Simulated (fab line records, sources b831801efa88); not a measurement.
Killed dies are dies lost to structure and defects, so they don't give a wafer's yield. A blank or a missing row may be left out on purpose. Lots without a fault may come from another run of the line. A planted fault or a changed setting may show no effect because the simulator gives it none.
One fault seen from 2 desks | flow gf180mcu | each desk has only its own numbers; what lay behind them comes last

THE METROLOGY DESK
What the gauges read, lot by lot, whatever tool the lot ran on: means of the sampled wafers that have a number. A lot is out of limits, marked OUT, if its mean lies more than 4 standard deviations from the usual mean; the brackets give that distance.
Columns: A = MVPSD_TW at GF_MVPSD_TW_MEAS_11, usual 549.4; B = MVPSD_RS at GF_VT_IMPLANT_RS_MEAS_49, usual 1168 ohm/sq; C = V1_CVD_00_THK at GF_V1_THK_MEAS_01, usual 596 nm
lot  | first seen here | A     | B               | C
L481 | day 5 05:37     | 553.2 | 1169            | 601
L482 | day 5 08:16     | 547.1 | 1168            | 585
L483 | day 5 18:33     | 548.1 | 1167            | 582
L485 | day 6 03:23     | 549.7 | 1164            | 599
L486 | day 6 07:06     | 555.9 | 1171            | 598
L487 | day 6 12:34     | 550.0 | 1168            | 591
L488 | day 6 18:13     | 549.3 | 1171            | 590
L490 | day 7 07:53     | 550.8 | 1169            | 595
L493 | day 8 01:40     | 546.3 | 1196 (+8.6) OUT | 598
L495 | day 8 13:26     | 548.5 | 1200 (+9.5) OUT | 605
L496 | day 8 18:11     | 548.0 | 1184 (+4.8) OUT | 597
L500 | day 9 17:37     | 549.4 | 1171            | 597
L501 | day 10 00:16    | 550.8 | 1165            | 597
This desk's finding: out of limits on L493, L495, L496; first on L493, day 10 21:35 (MVPSD_RS at GF_VT_IMPLANT_RS_MEAS_49). In limits: L481, L482, L483, L485, L486, L487, L488, L490, L500, L501.

THE TOOL OWNER'S DESK: implanter-01
The tool's own readings at GF_MVPSD_IMPLANT_09: means of the sampled wafers that have a number, for each lot that ran on this tool. A lot is out of limits, marked OUT, if its mean lies more than 4 standard deviations from the usual mean; the brackets give that distance.
Columns: A = beam_on_s at GF_MVPSD_IMPLANT_09, usual 10.00 s; B = faraday_current_uA at GF_MVPSD_IMPLANT_09, usual 28.2
lot  | first seen here | A               | B
L486 | day 6 06:51     | 10.14           | 27.8
L488 | day 6 17:58     | 9.94            | 28.4
L493 | day 8 01:25     | 8.98 (-5.3) OUT | 31.9 (+6.6) OUT
L495 | day 8 13:15     | 8.79 (-6.3) OUT | 32.9 (+8.5) OUT
L496 | day 8 17:58     | 9.23 (-4.1) OUT | 30.9 (+4.9) OUT
This desk's finding: out of limits on L493, L495, L496; first on L493, day 8 01:25 (beam_on_s at GF_MVPSD_IMPLANT_09). In limits: L486, L488.

PUT TOGETHER
The tool owner's desk could have raised an alarm at day 8 01:25, on L493, L495, L496.
The metrology desk could have raised an alarm at day 10 21:35, on L493, L495, L496.
Of the lots named, all ran GF_MVPSD_IMPLANT_09 on implanter-01.

WHAT THE SIMULATOR HAD PUT IN
Process parameter drift: implanter-01, from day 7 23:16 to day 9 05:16, at GF_MVPSD_IMPLANT_09. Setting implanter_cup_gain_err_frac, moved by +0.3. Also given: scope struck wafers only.
Lots struck among those shown: L493, L495, L496.
Hours from the fault's start to each desk's first reading out of limits: the tool owner's desk, 2; the metrology desk, 70.
